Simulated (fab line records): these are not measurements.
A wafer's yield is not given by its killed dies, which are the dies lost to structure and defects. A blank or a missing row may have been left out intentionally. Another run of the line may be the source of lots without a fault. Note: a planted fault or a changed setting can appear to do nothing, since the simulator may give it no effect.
Which of the tools did it? :: flow gf180mcu :: 36 wafers from 12 lots sampled at 4 of the route's 602 steps

== WHAT EACH GAUGE READ, for each wafer ==
GF_STI_THK_MEAS_22. Usual: STI_OXIDATION_01_THK typically reads 14.9 nm, with standard deviation 0.36.
lot: L986
measured: day 2 08:49
on: filmMetro-03
STI_OXIDATION_01_THK (nm): 15.3 15.2 15.4
flag: 

lot: L987
measured: day 2 13:39
on: filmMetro-03
STI_OXIDATION_01_THK (nm): 14.4 14.4 14.7
flag: 

lot: L989
measured: day 3 01:14
on: filmMetro-04
STI_OXIDATION_01_THK (nm): 15.2 15.3 15.2
flag: 

lot: L991
measured: day 3 11:08
on: filmMetro-02
STI_OXIDATION_01_THK (nm): 14.7 14.8 14.8
flag: 

lot: L992
measured: day 3 17:34
on: filmMetro-02
STI_OXIDATION_01_THK (nm): 14.7 15.0 14.8
flag: 

lot: L994
measured: day 4 04:03
on: filmMetro-02
STI_OXIDATION_01_THK (nm): 15.0 15.1 15.4
flag: 

lot: L997
measured: day 4 17:38
on: filmMetro-02
STI_OXIDATION_01_THK (nm): 15.2 15.4 15.4
flag: 

lot: L998
measured: day 4 23:29
on: filmMetro-03
STI_OXIDATION_01_THK (nm): 15.1 14.9 15.0
flag: 

lot: L102
measured: day 5 19:02
on: filmMetro-03
STI_OXIDATION_01_THK (nm): 15.0 14.8 14.7
flag: 

lot: L103
measured: day 6 00:17
on: filmMetro-03
STI_OXIDATION_01_THK (nm): 14.9 15.1 14.9
flag: 

lot: L105
measured: day 6 11:10
on: filmMetro-03
STI_OXIDATION_01_THK (nm): 14.6 14.9 15.0
flag: 

lot: L108
measured: day 7 01:48
on: filmMetro-03
STI_OXIDATION_01_THK (nm): 14.9 15.2 15.2
flag: 

GF_VT_IMPLANT_TW_MEAS_10. Usual: VT_IMPLANT_TW typically reads 561.8, with standard deviation 3.
lot: L986
measured: day 5 20:29
on: filmMetro-02
VT_IMPLANT_TW: 561.2 562.5 566.2
flag: 

lot: L987
measured: day 6 03:08
on: filmMetro-03
VT_IMPLANT_TW: 562.0 565.7 562.6
flag: 

lot: L989
measured: day 6 15:07
on: filmMetro-01
VT_IMPLANT_TW: 558.5 557.8 556.7
flag: 

lot: L991
measured: day 7 04:32
on: filmMetro-01
VT_IMPLANT_TW: 563.6 562.4 562.6
flag: 

lot: L992
measured: day 7 10:57
on: filmMetro-03
VT_IMPLANT_TW: 554.9 555.2 555.0
flag: 

lot: L994
measured: day 8 00:53
on: filmMetro-01
VT_IMPLANT_TW: 563.3 562.2 563.5
flag: 

lot: L997
measured: day 8 17:55
on: filmMetro-02
VT_IMPLANT_TW: 564.4 564.3 564.4
flag: 

lot: L998
measured: day 9 00:51
on: filmMetro-02
VT_IMPLANT_TW: 562.4 560.8 561.8
flag: 

lot: L102
measured: day 10 02:49
on: filmMetro-01
VT_IMPLANT_TW: 563.0 563.6 562.9
flag: 

lot: L103
measured: day 10 07:25
on: filmMetro-01
VT_IMPLANT_TW: 574.3 573.7 572.6
flag: OFF

lot: L105
measured: day 10 19:28
on: filmMetro-02
VT_IMPLANT_TW: 577.8 575.9 572.9
flag: OFF

lot: L108
measured: day 11 13:01
on: filmMetro-02
VT_IMPLANT_TW: 563.0 560.0 562.3
flag: 

== WHAT TOOL EACH LOT RAN ON (gives the tool, then ch and the chambers of the sampled wafers, and finally the start) ==
lot: L986
GF_STI_ETCH_14: rieSi-02 ch 1,2,3, day 2 07:08
GF_VT_IMPLANT_IMPLANT_08: implanter-02 ch 0, day 5 20:14

lot: L987
GF_STI_ETCH_14: rieSi-02 ch 2,3, day 2 11:53
GF_VT_IMPLANT_IMPLANT_08: implanter-03 ch 0, day 6 02:54

lot: L989
GF_STI_ETCH_14: rieSi-02 ch 1,2,3, day 2 21:38
GF_VT_IMPLANT_IMPLANT_08: implanter-02 ch 0, day 6 14:50

lot: L991
GF_STI_ETCH_14: rieSi-01 ch 0,1,2, day 3 07:50
GF_VT_IMPLANT_IMPLANT_08: implanter-02 ch 0, day 7 04:18

lot: L992
GF_STI_ETCH_14: rieSi-01 ch 0,1, day 3 15:36
GF_VT_IMPLANT_IMPLANT_08: implanter-03 ch 0, day 7 10:44

lot: L994
GF_STI_ETCH_14: rieSi-02 ch 1,3, day 4 02:23
GF_VT_IMPLANT_IMPLANT_08: implanter-03 ch 0, day 8 00:39

lot: L997
GF_STI_ETCH_14: rieSi-01 ch 0,1,3, day 4 15:59
GF_VT_IMPLANT_IMPLANT_08: implanter-02 ch 0, day 8 17:40

lot: L998
GF_STI_ETCH_14: rieSi-02 ch 0,1,2, day 4 21:47
GF_VT_IMPLANT_IMPLANT_08: implanter-03 ch 0, day 9 00:39

lot: L102
GF_STI_ETCH_14: rieSi-01 ch 1,2,3, day 5 17:20
GF_VT_IMPLANT_IMPLANT_08: implanter-01 ch 0, day 10 02:34

lot: L103
GF_STI_ETCH_14: rieSi-01 ch 0,3, day 5 21:21
GF_VT_IMPLANT_IMPLANT_08: implanter-02 ch 0, day 10 07:10

lot: L105
GF_STI_ETCH_14: rieSi-02 ch 0,2,3, day 6 09:29
GF_VT_IMPLANT_IMPLANT_08: implanter-02 ch 0, day 10 19:13

lot: L108
GF_STI_ETCH_14: rieSi-02 ch 1,2,3, day 7 00:08
GF_VT_IMPLANT_IMPLANT_08: implanter-01 ch 0, day 11 12:46
- GF_STI_ETCH_14: etches Si in HBr/Cl2/O2, target depth 360 nm, time 102.9 s.
- GF_VT_IMPLANT_IMPLANT_08

== AS READ BY THE TOOLS THEMSELVES (means over the sampled wafers that have a number; for cases with no such wafer, the mark the record gives instead) ==
GF_STI_ETCH_14. Usual: chamberPressureMTorr 14.999 mTorr, standard deviation 0.015; drypumpMotorCurrentA 5.4 A, standard deviation 0.34; oesProductAu 1.001 a.u., standard deviation 0.0081; throttleValvePct 25.656 %, standard deviation 0.01.
lot: L986
tool: rieSi-02
chamberPressureMTorr (mTorr): 14.996
drypumpMotorCurrentA (A): 5.3
oesProductAu (a.u.): 1.004
throttleValvePct (%): 25.659
flag: 

lot: L987
tool: rieSi-02
chamberPressureMTorr (mTorr): 14.996
drypumpMotorCurrentA (A): 5.5
oesProductAu (a.u.): 1.006
throttleValvePct (%): 25.645
flag: 

lot: L989
tool: rieSi-02
chamberPressureMTorr (mTorr): 15.005
drypumpMotorCurrentA (A): 5.3
oesProductAu (a.u.): 0.996
throttleValvePct (%): 25.656
flag: 

lot: L991
tool: rieSi-01
chamberPressureMTorr (mTorr): 14.987
drypumpMotorCurrentA (A): 5.4
oesProductAu (a.u.): 1.002
throttleValvePct (%): 25.655
flag: 

lot: L992
tool: rieSi-01
chamberPressureMTorr (mTorr): 15.002
drypumpMotorCurrentA (A): 5.3
oesProductAu (a.u.): 0.999
throttleValvePct (%): 25.654
flag: 

lot: L994
tool: rieSi-02
chamberPressureMTorr (mTorr): 14.998
drypumpMotorCurrentA (A): 5.4
oesProductAu (a.u.): 0.997
throttleValvePct (%): 25.660
flag: 

lot: L997
tool: rieSi-01
chamberPressureMTorr (mTorr): 15.012
drypumpMotorCurrentA (A): 5.3
oesProductAu (a.u.): 1.004
throttleValvePct (%): 25.657
flag: 

lot: L998
tool: rieSi-02
chamberPressureMTorr (mTorr): 14.999
drypumpMotorCurrentA (A): 5.2
oesProductAu (a.u.): 1.003
throttleValvePct (%): 25.664
flag: 

lot: L102
tool: rieSi-01
chamberPressureMTorr (mTorr): 14.984
drypumpMotorCurrentA (A): 5.7
oesProductAu (a.u.): 1.014
throttleValvePct (%): 25.650
flag: 

lot: L103
tool: rieSi-01
chamberPressureMTorr (mTorr): 14.998
drypumpMotorCurrentA (A): 5.0
oesProductAu (a.u.): 1.006
throttleValvePct (%): 25.652
flag: 

lot: L105
tool: rieSi-02
chamberPressureMTorr (mTorr): 14.996
drypumpMotorCurrentA (A): 5.4
oesProductAu (a.u.): 1.006
throttleValvePct (%): 25.657
flag: 

lot: L108
tool: rieSi-02
chamberPressureMTorr (mTorr): 14.993
drypumpMotorCurrentA (A): 5.3
oesProductAu (a.u.): 1.002
throttleValvePct (%): 25.654
flag: 

GF_VT_IMPLANT_IMPLANT_08. Usual: doseIonsCm2 8.291e+12, standard deviation 8.5e+09; faradayCurrentUA 46.8, standard deviation 0.97.
lot: L986
tool: implanter-02
doseIonsCm2: 8.301e+12
faradayCurrentUA: 46.5
flag: 

lot: L987
tool: implanter-03
doseIonsCm2: 8.288e+12
faradayCurrentUA: 48.2
flag: 

lot: L989
tool: implanter-02
doseIonsCm2: 8.296e+12
faradayCurrentUA: 47.3
flag: 

lot: L991
tool: implanter-02
doseIonsCm2: 8.295e+12
faradayCurrentUA: 45.8
flag: 

lot: L992
tool: implanter-03
doseIonsCm2: 8.297e+12
faradayCurrentUA: 46.3
flag: 

lot: L994
tool: implanter-03
doseIonsCm2: 8.294e+12
faradayCurrentUA: 47.5
flag: 

lot: L997
tool: implanter-02
doseIonsCm2: 8.286e+12
faradayCurrentUA: 47.2
flag: 

lot: L998
tool: implanter-03
doseIonsCm2: 8.295e+12
faradayCurrentUA: 46.9
flag: 

lot: L102
tool: implanter-01
doseIonsCm2: 8.285e+12
faradayCurrentUA: 45.2
flag: 

lot: L103
tool: implanter-02
doseIonsCm2: 8.881e+12
faradayCurrentUA: 50.0
flag: OFF

lot: L105
tool: implanter-02
doseIonsCm2: 8.876e+12
faradayCurrentUA: 50.4
flag: OFF

lot: L108
tool: implanter-01
doseIonsCm2: 8.285e+12
faradayCurrentUA: 46.7
flag: 

== THE ANSWER, worked out from the rows above alone ==
Rule: take the mean of a lot's wafers that have a number; if it is more than 3 standard deviations from the usual mean, the lot is off. A lot without any number at a reading at which 4 lots or more have one is off too. Any other lot the step has rows for is counted as sound. First the gauges in route order, then the tools' own readings, where a lot's mean is used as printed above. At the first step where some lot is off, the reading lying furthest off is the one used; lots without a number count as furthest.
Off: at GF_VT_IMPLANT_TW_MEAS_10 (VT_IMPLANT_TW), L103, L105.
A tool fits if, at a process step before that reading, it ran every lot that is off, and no sound lot after the first of them. The gauges at GF_VT_IMPLANT_TW_MEAS_10 aren't tried: what is off there is off at GF_VT_IMPLANT_IMPLANT_08 too, on other tools, and a gauge's error can't cause that. One fits: GF_VT_IMPLANT_IMPLANT_08 on implanter-02. Its last sound lot is L997 (day 8 17:40), its first lot that is off L103 (day 10 07:10): a fault that began between those two fits.
The tool's own readings at GF_VT_IMPLANT_IMPLANT_08 bear it out: on the lots that are off they differ by more than 5 times the standard deviation of the sound lots' means. doseIonsCm2 reads 8.878e+12 there against 8.292e+12 on the sound lots.

== WHAT THE SIMULATOR PUT IN ==
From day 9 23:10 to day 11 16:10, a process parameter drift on implanter-02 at GF_VT_IMPLANT_IMPLANT_08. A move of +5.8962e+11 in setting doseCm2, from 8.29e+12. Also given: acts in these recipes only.
Lots struck among those shown: L103, L105. This agrees with what the rule above found.
